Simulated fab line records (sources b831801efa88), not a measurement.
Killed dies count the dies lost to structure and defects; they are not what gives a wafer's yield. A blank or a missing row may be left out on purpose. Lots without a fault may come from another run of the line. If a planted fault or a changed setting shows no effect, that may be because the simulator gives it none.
Chamber matching | flow gf180mcu | pecvd-03 running GF_V4_CVD_02: 3 sister chambers
The step deposits SiO2 from TEOS, target thk 850 nm, time 94.851 s. 3 wafers are shown with their chamber, then 7 later ones without.

== WAFERS PAIRED WITH THEIR CHAMBERS ==
wafer  | chamber | heater-power-w (W)
L885.5 | 2       | 720
L890.3 | 1       | 456
L890.5 | 0       | 494

== WAFERS WITHOUT THEIR CHAMBER ==
wafer  | heater-power-w (W)
L890.6 | 780
L891.3 | 381
L891.5 | 600
L891.6 | 462
L893.2 | 689
L893.4 | 712
L893.6 | 483

== THE CHAMBER EACH PASSED THROUGH ==
wafer  | from the rows above          | in truth
L890.6 | 2                            | 2
L891.3 | can't be placed: 1 or 0      | 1
L891.5 | can't be placed: 0 or 2 or 1 | 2
L891.6 | can't be placed: 1 or 0      | 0
L893.2 | 2                            | 2
L893.4 | 2                            | 2
L893.6 | can't be placed: 0 or 1      | 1
Placed correctly: 3 of 7. From these rows, 4 cannot be placed; in 4 the true chamber is one of the candidates. Placed wrongly: 0.
How it was worked out, from the rows above alone: a wafer's distance from a chamber is the root of the sum, over the readings, of the square of ((its reading less the chamber's mean) divided by the reading's scatter). The wafer belongs to the nearest chamber; if the next one is less than 2 further off, it can't be placed. For every chamber, the mean is computed from those of its wafers that are shown. The scatter: with one shown wafer a chamber, the root of the mean of the squares of how far each hidden wafer lies from its nearest shown one.
